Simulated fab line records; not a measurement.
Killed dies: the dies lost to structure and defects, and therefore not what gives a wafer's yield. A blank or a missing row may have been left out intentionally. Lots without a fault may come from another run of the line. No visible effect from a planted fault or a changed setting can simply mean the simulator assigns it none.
A struck lot beside a sound one / flow sky130 / 17 steps out of a route of 708
Sound: the wafers L513.1, L513.2, L513.6. Wafers struck: L522.1, L522.3, L522.5. The cause is named last.
For every step that has rows: the tool of each side, followed by ch and its chambers, followed by its first start. Under that, the readings that differ: sound wafers / struck wafers / difference of the means / sigmas: that difference in standard deviations of wafers without a fault.
alike: words and numbers the same on both sides, and readings whose means are apart by under 2 such deviations; not compared: readings that were withheld, readings missing a value for some wafer, numbers with overlapping values and no deviation given by the record, and bounds like >300 which may hide the same value.
A row with sigmas, a row that says differs or no value, or rows on one side alone: a step with any of these is where the two part. Numbers that have no deviation but don't overlap get no sigmas and don't part them. A reading missing from all wafers of one side parts the sides only when that side holds two or more wafers.

first, 5 steps without rows for these wafers: SKY_SD_N_COAT_02 (resist thk 1140 nm); SKY_SD_N_SOFTBAKE_03 (time 60 s); SKY_SD_N_EXPOSE_04 (exposes mask NSDM, target cd 380 nm); SKY_SD_N_PEB_05; SKY_SD_N_DEVELOP_06 (develop time 60 s).
SKY_SD_N_CD_MEAS_07: target cd 380 nm.
  sound on cd_sem-01, day 30 23:16; struck on cd_sem-02, day 33 07:16
  alike: cd_nm
SKY_SD_N_OVL_MEAS_08:
  sound on overlay-01, day 30 23:23; struck on overlay-01, day 33 07:23
  alike: SD_N_OVL
then, 2 steps without rows for these wafers: SKY_SD_N_IMPLANT_09; SKY_SD_N_IMPLANT_10.
SKY_SD_N_STRIP_11: strips in O2/N2.
  sound on plasma_asher-01 ch 0,1, day 30 23:43; struck on plasma_asher-02 ch 1, day 33 07:43
  alike: drypump_motor_current_A, oes_product_au, strip_time_to_endpoint_s
  not compared: rf_hours_counter_h
SKY_SD_N_TW_MEAS_12:
  sound on film_metro-04, day 30 23:49; struck on film_metro-01, day 33 07:49
  alike: SD_N_TW
then, 1 step without rows for these wafers: SKY_SD_N_CLEAN_13 (cleans in SC1/SC2, time 150 s).
SKY_SD_N_RTA_14: time 2 s.
  sound on rtp_anneal-01 ch 0, day 30 23:56; struck on rtp_anneal-02 ch 0, day 33 07:56
reading=lamp_power_pct (%); sound=15.83 15.78 15.76; struck=14.69 14.70 14.71; difference=-1.09; sigmas=-22
  alike: wafer_temp_C_max
SKY_SD_N_RS_MEAS_16: measures by four-point-probe.
  sound on film_metro-04, day 31 00:07; struck on film_metro-02, day 33 08:06
reading=SD_N_RS (ohm/sq); sound=68.54 68.60 68.86; struck=73.42 73.40 73.60; difference=+4.81; sigmas=+48
SKY_SD_N_RS_MEAS_17: measures by four-point-probe.
  sound on film_metro-04, day 31 00:14; struck on film_metro-02, day 33 08:13
reading=SD_P_RS (ohm/sq); sound=147.3 147.2 147.9; struck=176.1 176.3 176.9; difference=+29.0; sigmas=+93
SKY_SD_N_RS_MEAS_18: measures by four-point-probe.
  sound on film_metro-04, day 31 00:21; struck on film_metro-02, day 33 08:20
  alike: RES_XHIGH_RS
-- a jump in the record: the struck wafers' starts before and after are 16 days apart (it breaks off in module SD_N and resumes in module PAD_OPEN, where the first step shown is number 708 of the route) --
SKY_PAD_OPEN_PROBE_99:
  sound on prober-02, day 48 03:10; struck on prober-02, day 49 17:08
reading=killed_at_contacts; sound=18 17 19; struck=36 36 22; difference=+13; sigmas=+2
reading=model.etest.res_xhigh_po.line_ohm_um; sound=5647 5566 5485; struck=7658 7552 8364; difference=+2292; sigmas=
reading=model.etest.res_xhigh_po.rs_ohm_sq; sound=1983 1953 1944; struck=2683 2694 2940; difference=+812; sigmas=
reading=model.etest.pfet_01v8.r_on_ohm_um; sound=2978 2982 2943; struck=3339 3354 3332; difference=+374; sigmas=
reading=model.etest.tip_p.rs_ohm_sq; sound=6972 6918 6975; struck=7162 7308 7319; difference=+308; sigmas=
reading=model.etest.res_pdiff.line_ohm_um; sound=1331 1346 1358; struck=1668 1654 1670; difference=+319; sigmas=
reading=model.etest.res_high_po.line_ohm_um; sound=725 713 723.8; struck=956.1 937.1 994; difference=+241.8; sigmas=
reading=model.etest.licon_high_po.rc_ohm; sound=361.7 345.1 348.7; struck=542.2 548.3 585.8; difference=+206.9; sigmas=
reading=model.etest.pfet_g5v0d10v5.r_on_ohm_um; sound=4812 4752 4732; struck=4944 4995 4969; difference=+204; sigmas=
  alike: killed_at_M0_to_M3, killed_at_M4_up, killed_at_front_end, killed_at_other, killed_dies, killed_on_rim, killed_open, killed_short

WHERE THEY PART
At SKY_SD_N_RTA_14 first; at SKY_PAD_OPEN_PROBE_99 last (within this record only).

WHY: what had been put in by the simulator
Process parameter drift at SKY_SD_N_RTA_14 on rtp_anneal-02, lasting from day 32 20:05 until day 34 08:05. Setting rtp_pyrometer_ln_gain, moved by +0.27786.
